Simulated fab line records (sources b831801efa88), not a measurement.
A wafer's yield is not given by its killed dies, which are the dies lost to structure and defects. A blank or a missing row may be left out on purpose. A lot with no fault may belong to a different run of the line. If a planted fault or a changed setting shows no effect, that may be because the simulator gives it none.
Which tool is to blame? / flow gf180mcu / 36 wafers from 12 lots sampled at 2 of the route's 602 steps

WHAT THE GAUGES SHOWED, per wafer
GF_MVPSD_TW_MEAS_11.
lot=L075; measured=day 6 00:53; on=film metro-03; MVPSD_TW=544 543 544
lot=L077; measured=day 6 10:57; on=film metro-03; MVPSD_TW=545 543 541
lot=L079; measured=day 7 00:12; on=film metro-02; MVPSD_TW=559 563 559
lot=L081; measured=day 7 10:46; on=film metro-02; MVPSD_TW=558 561 561
lot=L083; measured=day 7 22:31; on=film metro-04; MVPSD_TW=539 544 539
lot=L085; measured=day 8 11:44; on=film metro-02; MVPSD_TW=555 552 553
lot=L087; measured=day 8 22:09; on=film metro-02; MVPSD_TW=553 555 554
lot=L089; measured=day 9 07:49; on=film metro-04; MVPSD_TW=541 538 540
lot=L091; measured=day 9 18:53; on=film metro-04; MVPSD_TW=539 542 538
lot=L093; measured=day 10 04:36; on=film metro-03; MVPSD_TW=542 543 545
lot=L095; measured=day 10 15:27; on=film metro-02; MVPSD_TW=559 563 560
lot=L097; measured=day 11 03:04; on=film metro-04; MVPSD_TW=545 547 546

EACH LOT AND THE TOOL THAT RAN IT (in order: tool; ch and the chambers of the sampled wafers; start)
lot=L075; GF_NWELL_STRIP_10=plasma asher-01 ch 0,1, day 3 22:00
lot=L077; GF_NWELL_STRIP_10=plasma asher-04 ch 0,1, day 4 07:28
lot=L079; GF_NWELL_STRIP_10=plasma asher-01 ch 0,1, day 4 18:38
lot=L081; GF_NWELL_STRIP_10=plasma asher-03 ch 0,1, day 5 04:20
lot=L083; GF_NWELL_STRIP_10=plasma asher-03 ch 0,1, day 5 15:58
lot=L085; GF_NWELL_STRIP_10=plasma asher-04 ch 0,1, day 6 05:14
lot=L087; GF_NWELL_STRIP_10=plasma asher-03 ch 0,1, day 6 15:52
lot=L089; GF_NWELL_STRIP_10=plasma asher-01 ch 0,1, day 7 01:07
lot=L091; GF_NWELL_STRIP_10=plasma asher-03 ch 0,1, day 7 12:52
lot=L093; GF_NWELL_STRIP_10=plasma asher-04 ch 0,1, day 7 22:36
lot=L095; GF_NWELL_STRIP_10=plasma asher-03 ch 0,1, day 8 08:37
lot=L097; GF_NWELL_STRIP_10=plasma asher-01 ch 0,1, day 8 19:47
- GF_NWELL_STRIP_10: strips in O2/N2.

THE ANSWER, worked out from the rows above alone
Rule: the lots themselves supply what counts as usual. Put in order of their means at a reading, lots are off if they are a third of the lots or fewer, leave a main group of 4 or more, and stand apart from it by a gap of 3 or more times the standard deviation of the main group's means; of several such gaps the widest counts. Not used: any main group whose means are identical at the precision the tables above print for the reading. Also off: a lot with no number at a reading for which 4 or more lots have one. Any other lot the step has rows for is counted as sound.
No lot is off on any of the readings shown, so nothing can be concluded from this.

WHAT THE SIMULATOR HAD INSERTED
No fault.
